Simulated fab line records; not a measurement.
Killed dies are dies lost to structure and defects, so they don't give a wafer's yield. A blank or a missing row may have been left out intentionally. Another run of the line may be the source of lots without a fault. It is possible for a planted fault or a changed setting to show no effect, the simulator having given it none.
Chamber matching || flow sky130 || SKY_VIA3_CMP_24 on cmp-02 has 4 sister chambers
The step polishes, stops on SiO2, t overpolish 20 s, target thk 0 nm. 8 wafers are shown with their chamber, then 11 later ones without.

WAFERS PAIRED WITH THEIR CHAMBERS
{"wafer": "L141.2", "chamber": 3, "motorCurrentA (A)": 11.0, "timeToEndpointS (s)": 91}
{"wafer": "L141.4", "chamber": 0, "motorCurrentA (A)": 12.1, "timeToEndpointS (s)": 94}
{"wafer": "L139.3", "chamber": 0, "motorCurrentA (A)": 12.4, "timeToEndpointS (s)": 88}
{"wafer": "L139.5", "chamber": 2, "motorCurrentA (A)": 10.4, "timeToEndpointS (s)": 91}
{"wafer": "L140.1", "chamber": 1, "motorCurrentA (A)": 11.5, "timeToEndpointS (s)": 93}
{"wafer": "L140.3", "chamber": 2, "motorCurrentA (A)": 9.9, "timeToEndpointS (s)": 92}
{"wafer": "L140.4", "chamber": 3, "motorCurrentA (A)": 10.6, "timeToEndpointS (s)": 90}
{"wafer": "L145.2", "chamber": 1, "motorCurrentA (A)": 11.1, "timeToEndpointS (s)": 97}

WAFERS WITHOUT THEIR CHAMBER
{"wafer": "L145.3", "motorCurrentA (A)": 10.1, "timeToEndpointS (s)": 92}
{"wafer": "L145.5", "motorCurrentA (A)": 10.9, "timeToEndpointS (s)": 95}
{"wafer": "L144.1", "motorCurrentA (A)": 10.4, "timeToEndpointS (s)": 102}
{"wafer": "L144.3", "motorCurrentA (A)": 11.1, "timeToEndpointS (s)": 97}
{"wafer": "L144.6", "motorCurrentA (A)": 11.5, "timeToEndpointS (s)": 97}
{"wafer": "L147.3", "motorCurrentA (A)": 10.9, "timeToEndpointS (s)": 99}
{"wafer": "L147.5", "motorCurrentA (A)": 11.5, "timeToEndpointS (s)": 99}
{"wafer": "L147.6", "motorCurrentA (A)": 11.0, "timeToEndpointS (s)": 100}
{"wafer": "L148.1", "motorCurrentA (A)": 12.1, "timeToEndpointS (s)": 100}
{"wafer": "L148.2", "motorCurrentA (A)": 10.7, "timeToEndpointS (s)": 104}
{"wafer": "L148.4", "motorCurrentA (A)": 11.4, "timeToEndpointS (s)": 95}

WHICH CHAMBER EACH WENT THROUGH
{"wafer": "L145.3", "from the rows above": 2, "in truth": 2}
{"wafer": "L145.5", "from the rows above": "can't be placed: 1 or 3 or 2", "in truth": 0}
{"wafer": "L144.1", "from the rows above": "can't be placed: 1 or 2 or 3", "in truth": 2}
{"wafer": "L144.3", "from the rows above": "can't be placed: 1 or 3", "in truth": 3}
{"wafer": "L144.6", "from the rows above": 1, "in truth": 1}
{"wafer": "L147.3", "from the rows above": "can't be placed: 1 or 3 or 2", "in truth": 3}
{"wafer": "L147.5", "from the rows above": 1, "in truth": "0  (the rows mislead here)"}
{"wafer": "L147.6", "from the rows above": "can't be placed: 1 or 3", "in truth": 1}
{"wafer": "L148.1", "from the rows above": "can't be placed: 1 or 0", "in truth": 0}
{"wafer": "L148.2", "from the rows above": "can't be placed: 1 or 2 or 3", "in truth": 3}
{"wafer": "L148.4", "from the rows above": 1, "in truth": 1}
Correctly placed: 3 of 11. Can't be placed from these rows: 7 (the true chamber is among the candidates in 6). 1 placed wrongly.
How it was worked out, from the rows above alone: a wafer's distance from a chamber is the root of the sum, over the readings, of the square of ((its reading less the chamber's mean) divided by the reading's scatter). The wafer belongs to the nearest chamber; if the next one is less than 2 further off, it can't be placed. A chamber's mean is the mean of its shown wafers. The scatter: take each reading less its chamber's mean, square it, sum over the shown wafers, divide by the number of wafers less the number of chambers, and take the root.
